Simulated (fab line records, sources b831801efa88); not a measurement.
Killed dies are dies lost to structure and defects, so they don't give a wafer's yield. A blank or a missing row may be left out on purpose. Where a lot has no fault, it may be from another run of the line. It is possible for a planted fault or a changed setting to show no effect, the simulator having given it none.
Struck lot and sound lot, side by side | flow sky130 | 14 out of 708 route steps
Sound: these wafers, L114.3, L114.5, L114.6. Wafers L119.2, L119.4, L119.5 were the ones struck. The cause is named last.
Each step with rows lists, per side, the tool, then ch with its chambers, then its first start. Under that, the readings that differ: sound wafers | struck wafers | difference of the means | sigmas: that difference in standard deviations of wafers without a fault.
alike: a reading whose means differ by less than 2 such deviations, as well as words and numbers matching on both sides. not compared: withheld readings; readings where some wafer has no value; bounds like >300 that might hide an equal value; numbers whose values overlap and for which the record gives no deviation.
Wherever a step has rows on one side only, a row that says differs or no value, or a row with sigmas, the two part there. Numbers that don't overlap but have no deviation are shown without sigmas and don't part them. Lack of a reading on every wafer of one side parts them only where that side has two or more wafers.

SKY_CONTACT_OVL_MEAS_15:
  sound on overlay-01, day 32 10:14; struck on overlay-02, day 34 11:11
  alike: CONTACT_OVL
SKY_CONTACT_ETCH_16: etches BARC in N2/H2, stops on SiO2, time 45.9 s, target depth 60 nm.
  sound on rie_diel-01 ch 0,1,3, day 32 10:16; struck on rie_diel-03 ch 0,3, day 34 11:13
  alike: chamber_pressure_mTorr, drypump_motor_current_A, oes_product_au, throttle_valve_pct
  not compared: rf_hours_counter_h
then, 1 step without rows for these wafers: SKY_CONTACT_ETCH_17 (etches SiO2 in C4F8/O2/Ar, stops on Si3N4, target depth 340 nm).
SKY_CONTACT_ETCH_18: etches Si3N4 in CHF3/O2, stops on TiN, time 39 s, target depth 75 nm.
  sound on rie_diel-01 ch 0,1,3; struck on rie_diel-03 ch 0,3
  alike: chamber_pressure_mTorr, drypump_motor_current_A, oes_product_au, throttle_valve_pct
  not compared: rf_hours_counter_h
SKY_CONTACT_STRIP_19: strips in O2/N2.
  sound on plasma_asher-02 ch 0,1, day 32 10:25; struck on plasma_asher-02 ch 0,1, day 34 11:21
  alike: chamber_pressure_mTorr, drypump_motor_current_A, oes_product_au, strip_time_to_endpoint_s
  not compared: rf_hours_counter_h
then, 3 steps without rows for these wafers: SKY_CONTACT_STRIP_20 (strips in post etch residue remover, time 1200 s); SKY_CONTACT_CLEAN_21 (cleans in IPA, time 180 s); SKY_CONTACT_CLEAN_22 (cleans in O3/DIW).
SKY_CONTACT_SPUTTER_23: material TiN, target thk 20 nm, time 80 s.
  sound on pvd_sputter-02, day 32 10:59; struck on pvd_sputter-03, day 34 11:56
  alike: throttle_valve_pct
SKY_CONTACT_CVD_24: deposits W, target thk 340 nm, time 102.12 s.
  sound on cvd_w-01 ch 0,1, day 32 11:05; struck on cvd_w-01 ch 1, day 34 12:00
  alike: heater_power_w, susceptor_temp_C
SKY_CONTACT_RS_MEAS_25: a four-point-probe measurement.
  sound on film_metro-02, day 32 11:11; struck on film_metro-02, day 34 12:08
  alike: CONTACT_W_RS
SKY_CONTACT_THK_MEAS_26: measures by xrf.
  sound on film_metro-02, day 32 11:17; struck on film_metro-02, day 34 12:15
  alike: CONTACT_W_THK
SKY_CONTACT_CMP_27: polishes, stops on SiO2, t overpolish 15 s, target thk 0 nm.
  sound on cmp-01 ch 1,2,3, day 32 11:29; struck on cmp-01 ch 1,3, day 34 12:21
  no value came back on the struck wafers for any of 5 readings (edge_zone_pressure_frac, head_pressure_psi (psi) and others); on the sound wafers edge_zone_pressure_frac reads 0.992 1.004 1.001
  reading                                     | sound             | struck            | difference | sigmas
  model.W_of_CONTACT_CVD_24.thk_nm (nm)       | 0 0 0             | 340 342.3 339.3   | +341       |
  model.SiO2_of_CONTACT_HDPCVD_02.thk_nm (nm) | 338.5 337.1 337.2 | 339.4 340.7 339.1 | +2.1       |
-- the record jumps here: 13 days lie between the struck wafers' starts before and after (it left off in module CONTACT and takes up again in module PAD_OPEN, whose first step shown is number 708 of the route) --
SKY_PAD_OPEN_PROBE_99:
  sound on prober-01, day 46 07:58; struck on prober-02, day 47 16:41
  reading            | sound    | struck      | difference | sigmas
  killed_at_contacts | 34 17 23 | 419 433 426 | +401       | +65
  killed_at_other    | 2 3 2    | 1 0 2       | -1         | -2
  killed_dies        | 90 94 97 | 492 492 492 | +398       | +41
  killed_on_rim      | 16 14 21 | 96 96 96    | +79        | +20
  alike: killed_at_M0_to_M3, killed_at_M4_up, killed_at_front_end, killed_open, killed_short

WHERE THEY PART
Earliest at SKY_CONTACT_CMP_27; latest, in this record, at SKY_PAD_OPEN_PROBE_99.

WHY: whatever the simulator had introduced
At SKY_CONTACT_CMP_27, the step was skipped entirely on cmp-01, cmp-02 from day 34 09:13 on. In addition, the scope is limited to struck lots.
